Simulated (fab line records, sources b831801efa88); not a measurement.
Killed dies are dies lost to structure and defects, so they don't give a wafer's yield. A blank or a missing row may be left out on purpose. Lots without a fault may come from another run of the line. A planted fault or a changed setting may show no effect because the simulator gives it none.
One fault seen from 2 desks | flow gf180mcu | each desk has only its own numbers; what lay behind them comes last

THE TOOL OWNER'S DESK: plasma_asher-03
The tool's own readings at GF_POLY_GATE_STRIP_14 (strips in O2/N2): means of the sampled wafers that have a number, for each lot that ran on this tool. A lot is out of limits, marked OUT, if its mean lies more than 4 standard deviations from the usual mean; the brackets give that distance.
Columns: A = chamber_pressure_mTorr at GF_POLY_GATE_STRIP_14, usual 1500.0 mTorr; B = drypump_motor_current_A at GF_POLY_GATE_STRIP_14, usual 5.5 A; C = heater_power_w at GF_POLY_GATE_STRIP_14, usual 321 W; D = oes_product_au at GF_POLY_GATE_STRIP_14, usual 0.504 a.u.
lot  | first seen here | A      | B   | C   | D
L926 | day 9 10:31     | 1499.8 | 5.6 | 335 | 0.506
L932 | day 11 05:25    | 1499.2 | 5.6 | 332 | 0.501
L935 | day 12 06:44    | 1500.4 | 5.6 | 328 | 0.504
L945 | day 15 02:40    | 1500.6 | 5.2 | 336 | 0.500
L947 | day 15 17:56    | 1501.5 | 5.2 | 337 | 0.504
This desk's finding: nothing out of limits on any of the 5 lots.

THE METROLOGY DESK
What the gauges read, lot by lot, whatever tool the lot ran on: means of the sampled wafers that have a number. A lot is out of limits, marked OUT, if its mean lies more than 4 standard deviations from the usual mean; the brackets give that distance.
Columns: A = VT_IMPLANT_03_OVL at GF_VT_IMPLANT_OVL_MEAS_40, usual -0.1 nm; B = cd_nm at GF_POLY_GATE_CD_MEAS_10, usual 280.0 nm
lot  | first seen here | A    | B
L926 | day 7 16:45     | -0.6 | 279.6
L928 | day 8 06:09     | -0.7 | 280.3
L929 | day 8 18:18     | 1.8  | 278.0
L932 | day 9 11:13     | 1.0  | 279.8
L933 | day 10 00:20    | 1.1  | 282.4
L934 | day 10 01:21    | 0.5  | 282.4
L935 | day 10 11:04    | 2.7  | 280.5
L940 | day 11 21:16    | -0.9 | 278.2
L941 | day 12 01:22    | 0.8  | 279.0
L943 | day 12 13:28    | -1.6 | 279.0
L944 | day 12 21:42    | -1.1 | 279.7
L945 | day 13 03:19    | 0.2  | 277.8
L946 | day 13 08:38    | -0.4 | 279.4
L947 | day 13 16:01    | 0.5  | 280.2
This desk's finding: nothing out of limits on any of the 14 lots.

PUT TOGETHER
The tool owner's desk saw nothing out of limits.
The metrology desk saw nothing out of limits.

WHAT THE SIMULATOR HAD PUT IN
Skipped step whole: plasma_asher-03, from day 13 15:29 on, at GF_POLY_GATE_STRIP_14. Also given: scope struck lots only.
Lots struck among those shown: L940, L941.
